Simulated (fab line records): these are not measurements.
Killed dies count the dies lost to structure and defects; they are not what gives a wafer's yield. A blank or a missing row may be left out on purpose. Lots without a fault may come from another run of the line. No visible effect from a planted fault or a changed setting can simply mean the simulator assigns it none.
fab line records | flow sky130
record: lots: 6 | wafers: 17 | lastDay: 50
route steps=708 shown LOCAL_INTERCONNECT@396 CONTACT@406 PAD_OPEN@708
lots untouched by any fault: they come from a run of this same line in which no faults occurred
startH: hours from the record's opening day to when the first of the lot's shown wafers began | waitH: how many hours have passed since the lot's step before this one | " as in the row above | L1.1+2: a single row standing in for several wafers | - no value, or no start given | * or withheld: withheld | < > ~ a bound
route shown NAME@n: names a module that has steps shown in the file, with the first one's number in the route | usual: mean and standard deviation over wafers with no fault | same: alike in all rows | chamber/n: place in a boat | sites: the reading at each site | _std_site: standard deviation across them | _edge_site: the outer-site mean with the inner-site mean subtracted | radiusMm: for every site, how far away it sits from the centre of the wafer | mask NAME#n: copy n | behind: the most recent tool/chamber to have shaped the wafer | hold: why the lot was held/for how many hours/how that ended | device: the n, p or np transistor that did not switch | end of line: tests run on the same wafers once the route is complete | a step with no rows: only its recipe | killed: dies lost to structure and defects at the first sort, not the wafer's yield | map: shows each die of a wafer: x if killed, . if not, _ if none is there
set.NAME: the setting as run; set.NAME@STEP: as run at that earlier step | model.NAME: the simulator's own value behind a step, which no gauge read
lots at selected steps of the route; one table per step, one row per wafer
services: the hour from which a tool's chamber was out of use, counted from the record's first day as startH (under 0 if before that day), plus the number of hours and why
== steps ==
step: SKY_LOCAL_INTERCONNECT_PEB_09
recipe: pebTempC: withheld | pebTimeS: withheld | resist: KrF-thick
step: SKY_LOCAL_INTERCONNECT_DEVELOP_10
recipe: developTimeS: 60 | resist: KrF-thick | devTempC: 21
step: SKY_LOCAL_INTERCONNECT_CD_MEAS_11
recipe: targetCdNm: 170
usual: cdNm: 170.3/1.7
lot.wafer | tool     | chamber | startH | waitH | cdNm
L233.2    | cdSem-01 | -       | 700.33 | -     | 169.7
L233.3    | "        | -       | "      | "     | 169.6
L233.4    | "        | -       | "      | "     | 169.8
L242.2    | cdSem-01 | -       | 826.66 | -     | 173.3
L242.3    | "        | -       | "      | "     | 172.5
L242.6    | "        | -       | "      | "     | 171.0
L245.2    | cdSem-01 | -       | 832.11 | -     | 166.1
L245.6    | "        | -       | "      | "     | 163.9
L248.3    | cdSem-02 | -       | 836.43 | -     | 170.8
L248.4    | "        | -       | "      | "     | 170.4
L248.6    | "        | -       | "      | "     | 171.2
L252.1    | cdSem-01 | -       | 848.44 | -     | 172.3
L252.3    | "        | -       | "      | "     | 172.3
L252.4    | "        | -       | "      | "     | 171.2
L256.1    | cdSem-02 | -       | 875.91 | -     | 167.9
L256.2    | "        | -       | "      | "     | 169.3
L256.5    | "        | -       | "      | "     | 168.0
step: SKY_LOCAL_INTERCONNECT_OVL_MEAS_12
usual: LOCAL_INTERCONNECT_OVL: -2/5.8
lot.wafer | tool       | chamber | startH | waitH | LOCAL_INTERCONNECT_OVL[nm]
L233.2    | overlay-01 | -       | 700.43 | 0.1   | -4
L233.3    | "          | -       | "      | "     | 3
L233.4    | "          | -       | "      | "     | 0
L242.2    | overlay-02 | -       | 826.77 | 0.1   | -4
L242.3    | "          | -       | "      | "     | 0
L242.6    | "          | -       | "      | "     | -9
L245.2    | overlay-02 | -       | 832.22 | 0.1   | 0
L245.6    | "          | -       | "      | "     | -1
L248.3    | overlay-01 | -       | 836.52 | 0.1   | 4
L248.4    | "          | -       | "      | "     | 0
L248.6    | "          | -       | "      | "     | 2
L252.1    | overlay-01 | -       | 848.56 | 0.1   | -4
L252.3    | "          | -       | "      | "     | -5
L252.4    | "          | -       | "      | "     | 1
L256.1    | overlay-01 | -       | 876.03 | 0.1   | -7
L256.2    | "          | -       | "      | "     | -11
L256.5    | "          | -       | "      | "     | -9
step: SKY_LOCAL_INTERCONNECT_ETCH_13
recipe: chemistry: N2/H2 | target: BARC | ionEnergyEv: 200 | biasW: 100 | pressureMtorr: 30 | n2FlowSccm: 100 | h2FlowSccm: 200 | icpW: 500 | stopOn: SiO2 | timeS: 45.9 | targetDepthA: 600
usual: drypumpMotorCurrentA: 5.9/0.5 | oesProductAu: 0.853/0.0053 | rfFwdPowerW: 493.3/2.4 | throttleValvePct: 13.225/0.01
lot.wafer | tool        | chamber | startH | waitH | drypumpMotorCurrentA | oesProductAu | rfFwdPowerW | rfHoursCounterH | throttleValvePct
L233.2    | rieMetal-03 | 1       | 700.46 | 0.0   | 5.6                  | 0.857        | 487.4       | 11              | 13.203
L233.3    | "           | 1       | "      | "     | 5.6                  | 0.855        | 485.9       | -               | 13.219
L233.4    | "           | 0       | "      | "     | 6.3                  | 0.856        | 497.8       | -               | 13.225
L242.2    | rieMetal-01 | 1       | 826.80 | 0.0   | 5.1                  | 0.850        | 493.4       | 0               | 13.226
L242.3    | "           | 1       | "      | "     | 5.1                  | 0.851        | 492.1       | -               | 13.237
L242.6    | "           | 1       | "      | "     | 5.1                  | 0.850        | 494.9       | -               | 13.220
L245.2    | rieMetal-02 | 0       | 832.25 | 0.0   | 6.5                  | 0.858        | 493.2       | 6               | 13.232
L245.6    | "           | 0       | "      | "     | 6.5                  | 0.849        | 495.9       | -               | 13.202
L248.3    | rieMetal-01 | 1       | 836.59 | 0.1   | 5.1                  | 0.851        | 494.8       | -               | 13.233
L248.4    | "           | 1       | "      | "     | 5.1                  | 0.849        | 493.4       | -               | 13.237
L248.6    | "           | 1       | "      | "     | 5.1                  | 0.857        | 495.3       | -               | 13.205
L252.1    | rieMetal-03 | 0       | 848.60 | 0.0   | 6.3                  | 0.863        | 494.5       | 1               | 13.229
L252.3    | "           | 0       | "      | "     | 6.3                  | 0.855        | 493.8       | -               | 13.241
L252.4    | "           | 1       | "      | "     | 5.6                  | 0.854        | 493.9       | -               | 13.221
L256.1    | rieMetal-02 | 1       | 876.07 | 0.0   | 5.3                  | 0.845        | 494.9       | 4               | 13.205
L256.2    | "           | 0       | "      | "     | 6.5                  | 0.855        | 494.2       | 7               | 13.219
L256.5    | "           | 1       | "      | "     | 5.3                  | 0.845        | 496.4       | -               | 13.241
step: SKY_LOCAL_INTERCONNECT_METAL_ETCH_14
recipe: targetDepthNm: 110 | stopOn: PSG | chemistry: Cl2/BCl3 | target: TiN | resistSidewallDeg: 88 | pressureMtorr: 10 | icpW: 900 | biasW: 48.5 | Cl2_flow_sccm: 60 | bcl3FlowSccm: 30 | timeS: 31.4
usual: drypumpMotorCurrentA: 5.8/0.5 | oesProductAu: 0.942/0.0091 | rfFwdPowerW: 885/4.4 | throttleValvePct: 21.902/0.0096
lot.wafer | tool        | chamber | startH | waitH | drypumpMotorCurrentA | oesProductAu | rfFwdPowerW | rfHoursCounterH | throttleValvePct
L233.2    | rieMetal-03 | 1       | 700.55 | 0.1   | 5.6                  | 0.945        | 877         | 11              | 21.882
L233.3    | "           | 1       | "      | "     | 5.6                  | 0.939        | 877         | -               | 21.898
L233.4    | "           | 0       | "      | "     | 6.3                  | 0.948        | 885         | -               | 21.898
L242.2    | rieMetal-01 | 1       | 826.86 | 0.0   | 5.0                  | 0.917        | 886         | 0               | 21.901
L242.3    | "           | 1       | "      | "     | 5.0                  | 0.944        | 888         | -               | 21.922
L242.6    | "           | 1       | "      | "     | 5.0                  | 0.941        | 889         | -               | 21.897
L245.2    | rieMetal-02 | 0       | 832.31 | 0.0   | 6.5                  | 0.940        | 885         | 6               | 21.898
L245.6    | "           | 0       | "      | "     | 6.5                  | 0.951        | 879         | -               | 21.893
L248.3    | rieMetal-01 | 1       | 836.71 | 0.1   | 5.0                  | 0.949        | 888         | -               | 21.899
L248.4    | "           | 1       | "      | "     | 5.1                  | 0.948        | 888         | -               | 21.900
L248.6    | "           | 1       | "      | "     | 5.0                  | 0.953        | 892         | -               | 21.904
L252.1    | rieMetal-03 | 0       | 848.66 | 0.0   | 6.3                  | 0.938        | 880         | 1               | 21.904
L252.3    | "           | 0       | "      | "     | 6.3                  | 0.936        | 882         | -               | 21.910
L252.4    | "           | 1       | "      | "     | 5.6                  | 0.941        | 879         | -               | 21.907
L256.1    | rieMetal-02 | 1       | 876.13 | 0.0   | 5.3                  | 0.942        | 888         | 4               | 21.904
L256.2    | "           | 0       | "      | "     | 6.5                  | 0.945        | 885         | 7               | 21.906
L256.5    | "           | 1       | "      | "     | 5.3                  | 0.948        | 888         | -               | 21.915
step: SKY_LOCAL_INTERCONNECT_STRIP_15
recipe: chemistry: O2/N2 | powerW: 1400 | pressureMtorr: 1500 | platenTempC: withheld | o2FlowSccm: 3000 | n2FlowSccm: 300 | overashFraction: 0.5
usual: drypumpMotorCurrentA: 5.8/0.66 | oesProductAu: 0.426/0.0046 | stripTimeToEndpointS: 4.721/0.022
lot.wafer | tool           | chamber | startH | waitH | drypumpMotorCurrentA | oesProductAu | rfHoursCounterH | stripTimeToEndpointS
L233.2    | plasmaAsher-03 | 0       | 700.62 | 0.0   | 5.8                  | 0.424        | 27              | 4.706
L233.3    | "              | 0       | "      | "     | 5.8                  | 0.421        | -               | 4.713
L233.4    | "              | 1       | "      | "     | 5.0                  | 0.428        | -               | 4.751
L242.2    | plasmaAsher-04 | 0       | 826.91 | 0.0   | 5.3                  | 0.428        | 8               | 4.759
L242.3    | "              | 0       | "      | "     | 5.3                  | 0.432        | -               | 4.752
L242.6    | "              | 0       | "      | "     | 5.3                  | 0.424        | -               | 4.729
L245.2    | plasmaAsher-02 | 1       | 832.36 | 0.0   | 5.4                  | 0.420        | 105             | 4.669
L245.6    | "              | 1       | "      | "     | 5.4                  | 0.431        | -               | 4.680
L248.3    | plasmaAsher-03 | 0       | 836.81 | 0.1   | 5.8                  | 0.423        | -               | 4.728
L248.4    | "              | 1       | "      | "     | 4.9                  | 0.427        | -               | 4.730
L248.6    | "              | 0       | "      | "     | 5.8                  | 0.431        | -               | 4.735
L252.1    | plasmaAsher-04 | 1       | 848.71 | 0.0   | 6.4                  | 0.429        | 11              | 4.742
L252.3    | "              | 0       | "      | "     | 5.2                  | 0.432        | -               | 4.736
L252.4    | "              | 1       | "      | "     | 6.4                  | 0.433        | -               | 4.733
L256.1    | plasmaAsher-02 | 0       | 876.18 | 0.0   | 6.7                  | 0.436        | 110             | 4.682
L256.2    | "              | 1       | "      | "     | 5.3                  | 0.429        | 110             | 4.685
L256.5    | "              | 1       | "      | "     | 5.4                  | 0.425        | -               | 4.671
step: SKY_LOCAL_INTERCONNECT_STRIP_16
recipe: chemistry: postEtchResidueRemover | timeS: 1200 | tempC: 72.5
step: SKY_LOCAL_INTERCONNECT_CLEAN_17
recipe: chemistry: IPA | timeS: 180 | tempC: 25
step: SKY_LOCAL_INTERCONNECT_CLEAN_18
recipe: chemistry: O3/DIW | dry: n2Spin
step: SKY_CONTACT_CVD_00
recipe: material: Si3N4 | targetThkNm: 75 | tempC: 400 | timeS: withheld | rfW: 450
usual: heaterPowerW: 707/120 | rfFwdPowerW: 444/3 | susceptorTempC: 400.01/0.23
lot.wafer | tool     | chamber | startH | waitH | heaterPowerW | rfFwdPowerW | susceptorTempC
L233.2    | pecvd-04 | 1       | 701.24 | 0.0   | 891          | 445         | 399.93
L233.3    | "        | 0       | "      | "     | 718          | 440         | 399.53
L233.4    | "        | 2       | "      | "     | 669          | 447         | 400.45
L242.2    | pecvd-04 | 0       | 827.54 | 0.0   | 710          | 440         | 399.85
L242.3    | "        | 2       | "      | "     | 702          | 447         | 400.30
L242.6    | "        | 1       | "      | "     | 926          | 449         | 399.79
L245.2    | pecvd-04 | 0       | 832.96 | 0.0   | 732          | 438         | 399.71
L245.6    | "        | 1       | "      | "     | 863          | 448         | 399.91
L248.3    | pecvd-03 | 2       | 837.40 | 0.0   | 741          | 444         | 400.15
L248.4    | "        | 0       | "      | "     | 626          | 446         | 399.53
L248.6    | "        | 1       | "      | "     | 657          | 441         | 400.18
L252.1    | pecvd-03 | 1       | 849.30 | 0.0   | 725          | 444         | 400.14
L252.3    | "        | 0       | "      | "     | 571          | 446         | 400.11
L252.4    | "        | 1       | "      | "     | 698          | 445         | 400.15
L256.1    | pecvd-04 | 0       | 876.81 | 0.0   | 698          | 440         | 400.13
L256.2    | "        | 1       | "      | "     | 972          | 446         | 399.65
L256.5    | "        | 0       | "      | "     | 712          | 440         | 399.58
step: SKY_CONTACT_THK_MEAS_01
recipe: reads: Si3N4_of_CONTACT_CVD_00
usual: CONTACT_CVD_00_THK: 74.6/0.95
lot.wafer | tool         | chamber | startH | waitH | CONTACT_CVD_00_THK[nm]
L233.2    | filmMetro-01 | -       | 701.28 | -     | 74.7
L233.3    | "            | -       | "      | "     | 74.3
L233.4    | "            | -       | "      | "     | 75.8
L242.2    | filmMetro-02 | -       | 827.59 | -     | 73.1
L242.3    | "            | -       | "      | "     | 73.1
L242.6    | "            | -       | "      | "     | 75.3
L245.2    | filmMetro-01 | -       | 833.00 | -     | 74.2
L245.6    | "            | -       | "      | "     | 76.2
L248.3    | filmMetro-01 | -       | 837.45 | -     | 74.3
L248.4    | "            | -       | "      | "     | 75.2
L248.6    | "            | -       | "      | "     | 73.7
L252.1    | filmMetro-01 | -       | 849.34 | -     | 73.7
L252.3    | "            | -       | "      | "     | 73.5
L252.4    | "            | -       | "      | "     | 75.2
L256.1    | filmMetro-02 | -       | 876.84 | -     | 74.3
L256.2    | "            | -       | "      | "     | 74.7
L256.5    | "            | -       | "      | "     | 74.6
step: SKY_CONTACT_HDPCVD_02
recipe: material: SiO2 | targetThkNm: 565 | sigmaOpenFrac: 0.3 | timeS: 94.2 | tempC: 600 | sih4FlowSccm: 60 | pressureMtorr: 6
usual: runLengthS: 122.2/0.48 | susceptorTempC: 599.99/0.29
lot.wafer | tool      | chamber | startH | waitH | runLengthS | susceptorTempC | model.SiO2_of_CONTACT_HDPCVD_02.thkNm
L233.2    | hdpcvd-01 | 0       | 701.33 | 0.0   | 121.9      | 599.91         | 565
L233.3    | "         | 2       | "      | "     | 122.9      | 599.99         | 573.7
L233.4    | "         | 0       | "      | "     | 121.7      | 599.77         | 560
L242.2    | hdpcvd-01 | 1       | 827.64 | 0.0   | 121.9      | 600.08         | 558.6
L242.3    | "         | 0       | "      | "     | 122.0      | 600.56         | 543.3
L242.6    | "         | 2       | "      | "     | 122.7      | 599.75         | 563.3
L245.2    | hdpcvd-01 | 1       | 833.05 | 0.0   | 116.6      | -              | 539.8
L245.6    | "         | 1       | "      | "     | 122.2      | 600.04         | 569.1
L248.3    | hdpcvd-01 | 2       | 837.49 | 0.0   | 122.5      | 600.19         | 573.4
L248.4    | "         | 1       | "      | "     | 117.4      | -              | 529.6
L248.6    | "         | 0       | "      | "     | 121.9      | 600.12         | 549.4
L252.1    | hdpcvd-02 | 0       | 849.40 | 0.1   | 121.7      | 599.87         | 574.5
L252.3    | "         | 2       | "      | "     | 121.5      | 599.77         | 575.3
L252.4    | "         | 0       | "      | "     | 122.7      | 599.67         | 574.4
L256.1    | hdpcvd-02 | 1       | 876.90 | 0.1   | 122.6      | 600.38         | 577.4
L256.2    | "         | 2       | "      | "     | 121.6      | 599.89         | 573
L256.5    | "         | 0       | "      | "     | 121.9      | 600.06         | 571.8
step: SKY_CONTACT_THK_MEAS_03
recipe: reads: SiO2_of_CONTACT_HDPCVD_02
usual: CONTACT_HDPCVD_THK: 567/7.6
lot.wafer | tool         | chamber | startH | waitH | CONTACT_HDPCVD_THK[nm]
L233.2    | filmMetro-02 | -       | 701.41 | 0.0   | 565
L233.3    | "            | -       | "      | "     | 574
L233.4    | "            | -       | "      | "     | 560
L242.2    | filmMetro-03 | -       | 827.71 | 0.0   | 558
L242.3    | "            | -       | "      | "     | 543
L242.6    | "            | -       | "      | "     | 563
L245.2    | filmMetro-03 | -       | 833.13 | 0.0   | 540
L245.6    | "            | -       | "      | "     | 570
L248.3    | filmMetro-02 | -       | 837.58 | 0.1   | 573
L248.4    | "            | -       | "      | "     | 530
L248.6    | "            | -       | "      | "     | 549
L252.1    | filmMetro-02 | -       | 849.47 | 0.0   | 574
L252.3    | "            | -       | "      | "     | 575
L252.4    | "            | -       | "      | "     | 574
L256.1    | filmMetro-02 | -       | 876.97 | 0.0   | 577
L256.2    | "            | -       | "      | "     | 573
L256.5    | "            | -       | "      | "     | 572
step: SKY_CONTACT_CMP_04
recipe: material: SiO2 | downForcePsi: 4 | platenRpm: 60 | padVelocityMS: 0.94248
usual: motorCurrentA: 11.9/1.1 | slurryFilterDpKPa: 13.49/0.14 | timeToEndpointS: 82/5.8
lot.wafer | tool   | chamber | startH | waitH | motorCurrentA | slurryFilterDpKPa | timeToEndpointS
L233.2    | cmp-01 | 2       | 701.46 | 0.0   | 14.9          | 13.55             | 79
L233.4    | "      | 3       | "      | "     | 11.7          | 13.32             | 79
L233.3    | "      | 1       | "      | "     | 10.6          | 13.56             | 82
L242.3    | cmp-01 | 2       | 827.76 | 0.0   | 15.0          | 13.70             | 71
L242.2    | "      | 1       | "      | "     | 10.7          | 13.37             | 85
L242.6    | "      | 2       | "      | "     | 14.2          | 13.70             | 79
L245.2    | cmp-02 | 0       | 833.18 | 0.0   | 10.8          | 13.61             | 73
L245.6    | "      | 0       | "      | "     | 10.7          | 13.71             | 88
L248.3    | cmp-02 | 1       | 837.78 | 0.2   | 11.6          | 13.46             | 81
L248.4    | "      | 0       | "      | "     | 10.6          | 13.56             | 73
L248.6    | "      | 1       | "      | "     | 11.4          | 13.70             | 70
L252.4    | cmp-02 | 1       | 849.53 | 0.0   | 11.2          | 13.46             | 80
L252.1    | "      | 3       | "      | "     | 12.6          | 13.36             | 85
L252.3    | "      | 0       | "      | "     | 10.6          | 13.48             | 90
L256.2    | cmp-01 | 3       | 877.08 | 0.1   | 11.8          | 13.26             | 83
L256.1    | "      | 1       | "      | "     | 11.4          | 13.45             | 87
L256.5    | "      | 3       | "      | "     | 11.4          | 13.23             | 82
step: SKY_PAD_OPEN_PROBE_99
usual: killed_at_M0_to_M3: 42/7.3 | killed_at_M4_up: 3.4/2 | killedAtContacts: 24/5.8 | killedAtFrontEnd: 15/4.6 | killedAtOther: 0.3/0.62 | killedDies: 84/9.8 | killedOpen: 47/6.9 | killedShort: 38/6.3
same: grossDies: 492 | killedAtBackSide: 0
lot.wafer | tool      | chamber | startH  | waitH | killed_at_M0_to_M3 | killed_at_M4_up | killedAtContacts | killedAtFrontEnd | killedAtOther | killedDies | killedOpen | killedShort
L233.2    | prober-01 | -       | 1067.81 | 0.1   | 39                 | 4               | 22               | 18               | 0             | 83         | 39         | 44
L233.3    | prober-01 | -       | 1067.86 | 0.2   | 35                 | 0               | 34               | 12               | 0             | 81         | 41         | 40
L233.4    | prober-01 | -       | 1067.91 | 0.2   | 41                 | 6               | 19               | 16               | 1             | 83         | 47         | 36
L245.2    | prober-01 | -       | 1170.42 | 0.1   | 43                 | 2               | 26               | 17               | 0             | 88         | 50         | 38
L245.6    | prober-01 | -       | 1170.62 | 0.2   | 51                 | 3               | 21               | 22               | 1             | 98         | 56         | 42
L248.3    | prober-02 | -       | 1176.01 | 0.2   | 54                 | 2               | 25               | 9                | 0             | 90         | 48         | 42
L248.4    | prober-02 | -       | 1176.06 | 0.2   | 52                 | 2               | 28               | 12               | 0             | 94         | 49         | 45
L248.6    | prober-02 | -       | 1176.16 | 0.2   | 41                 | 4               | 23               | 20               | 0             | 88         | 46         | 42
L252.1    | prober-02 | -       | 1180.43 | 0.1   | 42                 | 3               | 24               | 10               | 0             | 79         | 44         | 35
L252.3    | prober-02 | -       | 1180.53 | 0.2   | 33                 | 3               | 31               | 23               | 1             | 91         | 52         | 39
L252.4    | prober-02 | -       | 1180.58 | 0.2   | 42                 | 3               | 29               | 15               | 1             | 90         | 48         | 42
L256.1    | prober-02 | -       | 1199.26 | 0.1   | 44                 | 0               | 28               | 20               | 0             | 92         | 47         | 45
L256.2    | prober-02 | -       | 1199.31 | 0.1   | 40                 | 2               | 28               | 8                | 0             | 78         | 47         | 31
L256.5    | prober-02 | -       | 1199.46 | 0.2   | 47                 | 4               | 41               | 25               | 1             | 118        | 63         | 55
killed by level:class
L233.2 VIA1:geometricParticle:open=11 METAL1:geometricParticle:short=7 CONTACT:geometricParticle:open=6 LOCAL_INTERCONNECT:geometricParticle:short=5 POLY_GATE:geometricParticle:short=5 CONTACT:geometricParticle:short=5 VIA1:geometricParticle:short=5 METAL2:geometricParticle:short=5
L233.3 CONTACT:geometricParticle:open=9 LI_CONTACT:geometricParticle:open=8 CONTACT:geometricParticle:short=7 METAL2:geometricParticle:short=6 VIA2:geometricParticle:open=6 LOCAL_INTERCONNECT:geometricParticle:short=5 VIA3:geometricParticle:open=5 VIA1:geometricParticle:short=5
L233.4 VIA1:geometricParticle:open=10 CONTACT:geometricParticle:open=7 LI_CONTACT:geometricParticle:open=6 METAL1:geometricParticle:short=6 VIA2:geometricParticle:open=5 POLY_GATE:geometricParticle:short=5 VIA3:geometricParticle:open=5 POLY_GATE:geometricParticle:open=4
L245.2 LI_CONTACT:geometricParticle:open=9 CONTACT:geometricParticle:open=8 VIA1:geometricParticle:open=8 VIA1:geometricParticle:short=8 VIA2:geometricParticle:open=8 FIELD_ISO:geometricParticle:short=6 VIA3:geometricParticle:open=5 FIELD_ISO:geometricParticle:open=4
L245.6 VIA1:geometricParticle:open=12 VIA3:geometricParticle:open=11 POLY_GATE:geometricParticle:short=10 CONTACT:geometricParticle:open=8 METAL2:geometricParticle:short=7 VIA1:geometricParticle:short=5 FIELD_ISO:geometricParticle:open=4 LI_CONTACT:geometricParticle:open=4
L248.3 VIA1:geometricParticle:open=14 CONTACT:geometricParticle:open=9 LI_CONTACT:geometricParticle:open=8 VIA2:geometricParticle:open=8 METAL1:geometricParticle:short=7 VIA1:geometricParticle:short=6 VIA3:geometricParticle:open=6 LOCAL_INTERCONNECT:geometricParticle:short=5
L248.4 VIA1:geometricParticle:open=14 CONTACT:geometricParticle:open=8 METAL2:geometricParticle:short=8 VIA1:geometricParticle:short=8 LI_CONTACT:geometricParticle:open=7 VIA2:geometricParticle:open=7 CONTACT:geometricParticle:short=6 LOCAL_INTERCONNECT:geometricParticle:short=5
L248.6 CONTACT:geometricParticle:open=9 VIA1:geometricParticle:open=9 VIA3:geometricParticle:open=9 VIA2:geometricParticle:open=7 POLY_GATE:geometricParticle:short=6 LI_CONTACT:geometricParticle:open=6 METAL1:geometricParticle:short=5 FIELD_ISO:geometricParticle:short=4
L252.1 VIA1:geometricParticle:open=11 LI_CONTACT:geometricParticle:open=9 METAL1:geometricParticle:short=8 CONTACT:geometricParticle:open=6 CONTACT:geometricParticle:short=6 VIA2:geometricParticle:open=6 VIA1:geometricParticle:short=5 POLY_GATE:geometricParticle:open=4
L252.3 VIA1:geometricParticle:open=13 CONTACT:geometricParticle:open=11 POLY_GATE:geometricParticle:short=9 LI_CONTACT:geometricParticle:open=7 POLY_GATE:geometricParticle:open=6 LOCAL_INTERCONNECT:geometricParticle:short=5 CONTACT:geometricParticle:short=5 VIA2:geometricParticle:open=5
L252.4 VIA1:geometricParticle:open=11 LI_CONTACT:geometricParticle:open=10 CONTACT:geometricParticle:short=8 CONTACT:geometricParticle:open=7 POLY_GATE:geometricParticle:open=5 METAL2:geometricParticle:short=5 VIA3:geometricParticle:open=5 LI_CONTACT:geometricParticle:short=4
L256.1 VIA1:geometricParticle:open=10 CONTACT:geometricParticle:short=8 LI_CONTACT:geometricParticle:open=8 VIA1:geometricParticle:short=6 VIA2:geometricParticle:open=6 FIELD_ISO:geometricParticle:short=5 CONTACT:geometricParticle:open=5 VIA3:geometricParticle:open=5
L256.2 VIA1:geometricParticle:open=13 CONTACT:geometricParticle:open=11 LI_CONTACT:geometricParticle:open=7 LOCAL_INTERCONNECT:geometricParticle:short=6 VIA3:geometricParticle:open=5 VIA2:geometricParticle:open=5 METAL2:geometricParticle:short=4 POLY_GATE:geometricParticle:open=3
L256.5 CONTACT:geometricParticle:open=16 VIA1:geometricParticle:short=12 VIA1:geometricParticle:open=12 LI_CONTACT:geometricParticle:open=10 POLY_GATE:geometricParticle:short=7 CONTACT:geometricParticle:short=7 VIA2:geometricParticle:open=6 FIELD_ISO:geometricParticle:open=5
== services ==
tool           | chamber | startH | hours | kind
rieMetal-02    | 0       | 677.36 | 20.4  | repair
pecvd-04       | 0       | 687.18 | 6.8   | repair
pecvd-04       | 1       | 704.10 | 23.7  | repair
pecvd-04       | -       | 733.11 | 6.0   | pm
plasmaAsher-04 | -       | 733.83 | 9.0   | pm
cmp-02         | -       | 744.04 | 4.0   | pm
cmp-02         | -       | 771.87 | 0.7   | repair
cmp-01         | -       | 781.09 | 6.2   | pm
rieMetal-03    | 0       | 794.85 | -     | clean
rieMetal-03    | 0       | 794.85 | 17.7  | scheduledDown
rieMetal-03    | 0       | 794.85 | 17.7  | ventCycle
cmp-01         | -       | 797.86 | 0.8   | repair
rieMetal-01    | 1       | 800.46 | -     | clean
rieMetal-01    | 1       | 800.46 | 25.1  | scheduledDown
hdpcvd-02      | 1       | 806.93 | 10.8  | repair
cmp-01         | -       | 831.85 | 10.3  | pm
rieMetal-01    | 0       | 834.26 | 3.8   | repair
rieMetal-02    | 0       | 842.74 | 2.6   | repair
rieMetal-02    | -       | 844.66 | 14.6  | pm
cmp-02         | -       | 847.73 | 0.8   | repair
pecvd-03       | -       | 851.43 | 4.3   | pm
pecvd-04       | -       | 852.42 | 0.2   | repair
pecvd-04       | 0       | 855.00 | 4.5   | repair
rieMetal-02    | 0       | 866.58 | 8.9   | repair
== key ==
firstSign: step: SKY_CONTACT_HDPCVD_02 | reading: runLengthS | direction: down | sigmas: 11 | usual: * | struck: *
effect: step: SKY_CONTACT_THK_MEAS_03 | reading: CONTACT_HDPCVD_THK | direction: down | sigmas: 4.2 | usual: 567 | struck: 535
modelEffect: step: SKY_CONTACT_HDPCVD_02 | value: SiO2_of_CONTACT_HDPCVD_02.thkNm | without: 566.7 | struck: 534.7
metAt SKY_CONTACT_HDPCVD_02
struckWafers L245.2,L248.4
testerLeftOut L245,L248
onsetBetween 827.64 833.05
fault: kind: processParameterDrift | tool: hdpcvd-01 | chamber: - | onsetH: 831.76 | steps: SKY_CONTACT_HDPCVD_02 | channel: timeS | offset: * | shape: step | endH: 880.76 | scope: struckWafersOnly | actsIn: * | stated: *
testerLeftOut: of these lots the tester's yield and bins aren't shown, on N5 and GAA mostly nor the transistor test; their killed dies are dies lost to structure and defects alone, not to doping, threshold or leakage, so they don't give the yield
